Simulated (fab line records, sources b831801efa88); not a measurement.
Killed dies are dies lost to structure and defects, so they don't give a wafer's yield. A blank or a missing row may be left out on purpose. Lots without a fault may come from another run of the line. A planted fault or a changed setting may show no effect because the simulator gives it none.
One fault seen from 2 desks | flow gf180mcu | each desk has only its own numbers; what lay behind them comes last

THE METROLOGY DESK
What the gauges read, lot by lot, whatever tool the lot ran on: means of the sampled wafers that have a number. A lot is out of limits, marked OUT, if its mean lies more than 4 standard deviations from the usual mean; the brackets give that distance.
Columns: A = NWELL_TW at GF_NWELL_TW_MEAS_11, usual 1564; B = NWELL_RS at GF_VT_IMPLANT_RS_MEAS_47, usual 487.7 ohm/sq; C = cd_nm at GF_HV_LDD_CD_MEAS_07, usual 399.6 nm
lot  | first seen here | A               | B               | C
L146 | day 3 09:01     | 1586            | 487.9           | 402.0
L148 | day 3 19:16     | 1579            | 487.7           | 398.2
L149 | day 4 00:04     | 1561            | 488.3           | 398.4
L151 | day 4 10:43     | 1580            | 488.2           | 400.0
L152 | day 4 19:02     | 1555            | 487.8           | 396.1
L155 | day 5 09:49     | 1551            | 486.6           | 399.8
L161 | day 6 19:29     | 1454 (-8.5) OUT | 558.7 (+55) OUT | 399.3
L163 | day 7 05:43     | 1461 (-7.9) OUT | 563.4 (+58) OUT | 397.0
L164 | day 7 09:44     | 1586            | 487.4           | 401.9
L166 | day 8 01:37     | 1567            | 486.4           | 402.1
L168 | day 8 08:23     | 1558            | 487.8           | 399.0
L169 | day 8 14:28     | 1567            | 486.3           | 401.7
This desk's finding: out of limits on L161, L163; first on L161, day 6 19:29 (NWELL_TW at GF_NWELL_TW_MEAS_11). In limits: L146, L148, L149, L151, L152, L155, L164, L166, L168, L169.

THE TOOL OWNER'S DESK: implanter-02
The tool's own readings at GF_NWELL_IMPLANT_08: means of the sampled wafers that have a number, for each lot that ran on this tool. A lot is out of limits, marked OUT, if its mean lies more than 4 standard deviations from the usual mean; the brackets give that distance.
Columns: A = beam_on_s at GF_NWELL_IMPLANT_08, usual 9.98 s; B = dose_ions_cm2 at GF_NWELL_IMPLANT_08, usual 1.5001e+13; C = faraday_current_uA at GF_NWELL_IMPLANT_08, usual 84.8
lot  | first seen here | A              | B          | C
L148 | day 3 18:52     | 10.06          | 1.5002e+13 | 84.0
L152 | day 4 18:25     | 10.09          | 1.5009e+13 | 83.4
L161 | day 6 19:08     | 7.68 (-13) OUT | 1.4987e+13 | 109.9 (+17) OUT
L163 | day 7 05:19     | 7.77 (-12) OUT | 1.5018e+13 | 109.0 (+16) OUT
This desk's finding: out of limits on L161, L163; first on L161, day 6 19:08 (beam_on_s at GF_NWELL_IMPLANT_08). In limits: L148, L152.

PUT TOGETHER
The tool owner's desk could have raised an alarm at day 6 19:08, on L161, L163.
The metrology desk could have raised an alarm at day 6 19:29, on L161, L163.
Of the lots named, all ran GF_NWELL_IMPLANT_08 on implanter-02.

WHAT THE SIMULATOR HAD PUT IN
Process parameter drift: implanter-02, from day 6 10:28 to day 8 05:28, at GF_NWELL_IMPLANT_08. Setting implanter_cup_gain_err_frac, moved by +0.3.
Lots struck among those shown: L161, L163.
Hours from the fault's start to each desk's first reading out of limits: the tool owner's desk, 9; the metrology desk, 9.
